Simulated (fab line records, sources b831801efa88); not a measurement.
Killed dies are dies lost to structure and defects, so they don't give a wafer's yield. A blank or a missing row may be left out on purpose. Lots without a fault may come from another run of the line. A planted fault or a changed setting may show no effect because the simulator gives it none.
A struck lot beside a sound one | flow sky130 | 24 steps out of a route of 708
Sound: wafers L718.2, L718.4, L718.5. Struck: wafer L734.3. (L734.2, L734.4 of the same lot were not struck and are left out.) The cause comes at the end.
At each step with rows: each side's tool, then ch and its chambers, then its first start. Under that, the readings that differ: sound wafers | struck wafers | difference of the means | sigmas: that difference in standard deviations of wafers without a fault.
alike: readings whose means differ by less than 2 such deviations, and words and numbers that are the same on both sides. not compared: withheld readings, readings that some wafer has no value for, bounds like >300 that may hide the same value, and numbers for which the record gives no deviation and whose values overlap.
The two part at a step that has a row with sigmas, a row that says differs or no value, or rows on one side only. Numbers that don't overlap but have no deviation are shown without sigmas and don't part them. A reading that every wafer of one side lacks parts them only if that side has two wafers or more.

first, 4 steps without rows for these wafers: SKY_CAPM_SOFTBAKE_08 (time 60 s); SKY_CAPM_EXPOSE_09 (exposes mask CAPM, target cd 1000 nm); SKY_CAPM_PEB_10; SKY_CAPM_DEVELOP_11 (develop time 60 s).
SKY_CAPM_OVL_MEAS_12:
  sound on overlay-02, day 38 03:58; struck on overlay-01, day 43 04:22
  alike: CAPM_OVL
SKY_CAPM_METAL_ETCH_13: etches TiN in Cl2/BCl3, stops on SiO2, target depth 220 nm, time 62.9 s.
  sound on rie_metal-02 ch 0, day 38 04:00; struck on rie_metal-02 ch 0, day 43 04:26
  alike: drypump_motor_current_A, oes_product_au, throttle_valve_pct
  not compared: rf_hours_counter_h
SKY_CAPM_STRIP_14: strips in O2/N2.
  sound on plasma_asher-03 ch 0,1, day 38 04:05; struck on plasma_asher-03 ch 0, day 43 04:34
  alike: drypump_motor_current_A, n2_flow_sccm, oes_product_au, strip_time_to_endpoint_s
  not compared: rf_hours_counter_h
then, 5 steps without rows for these wafers: SKY_CAPM_STRIP_15 (strips in post etch residue remover, time 1200 s); SKY_CAPM_CLEAN_16 (cleans in IPA, time 180 s); SKY_CAPM_CLEAN_17 (cleans in O3/DIW); SKY_METAL3_DEHYDRATE_05 (time 60 s); SKY_METAL3_HMDS_06 (prime time 60 s).
SKY_METAL3_COAT_07: resist thk 60 nm.
  sound on litho_track-03 ch 0, day 38 16:29; struck on litho_track-03 ch 0, day 43 16:32
then, 5 steps without rows for these wafers: SKY_METAL3_COAT_08 (resist thk 1140 nm); SKY_METAL3_SOFTBAKE_09 (time 90 s); SKY_METAL3_EXPOSE_10 (exposes mask MM3, target cd 300 nm); SKY_METAL3_PEB_11; SKY_METAL3_DEVELOP_12 (develop time 60 s).
SKY_METAL3_CD_MEAS_13: target cd 300 nm.
  sound on cd_sem-01, day 39 05:24; struck on cd_sem-01, day 44 04:11
  alike: cd_nm
SKY_METAL3_OVL_MEAS_14:
  sound on overlay-01, day 39 05:31; struck on overlay-02, day 44 04:17
  alike: METAL3_OVL
SKY_METAL3_DESCUM_15: chemistry O2, time 8 s.
  sound on rie_metal-02 ch 0,1, day 39 05:32; struck on rie_metal-03 ch 1, day 44 04:19
  alike: drypump_motor_current_A, oes_product_au
  not compared: rf_hours_counter_h
SKY_METAL3_ETCH_16: etches BARC in N2/H2, stops on SiO2, time 88.2 s, target depth 60 nm.
  sound on rie_metal-02 ch 0,1, day 39 05:34; struck on rie_metal-03 ch 1, day 44 04:21
  reading                  | sound             | struck | difference | sigmas
  n2_flow_sccm (sccm)      | 100.0 100.0 99.5  | 100.5  | +0.7       | +2
  oes_product_au (a.u.)    | 0.621 0.628 0.632 | 0.641  | +0.014     | +3
  model.etch.depth_nm (nm) | 59.81 59.82 59.78 | 64.49  | +4.69      |
  alike: drypump_motor_current_A, h2_flow_sccm, throttle_valve_pct
  not compared: rf_hours_counter_h
SKY_METAL3_ETCH_17: etches SiO2 in C4F8/O2/Ar, stops on TiN, time 3.9 s, target depth 15 nm.
  sound on rie_diel-01 ch 0,2,3, day 39 05:40; struck on rie_diel-01 ch 2, day 44 04:27
  alike: oes_product_au
  not compared: rf_hours_counter_h
then, 1 step without rows for these wafers: SKY_PAD_OPEN_PROBE_99.

WHERE THEY PART
Only at SKY_METAL3_ETCH_16, within this record. Later steps at which nothing parts them and some readings are alike: SKY_METAL3_ETCH_17.

WHY: what the simulator had put in
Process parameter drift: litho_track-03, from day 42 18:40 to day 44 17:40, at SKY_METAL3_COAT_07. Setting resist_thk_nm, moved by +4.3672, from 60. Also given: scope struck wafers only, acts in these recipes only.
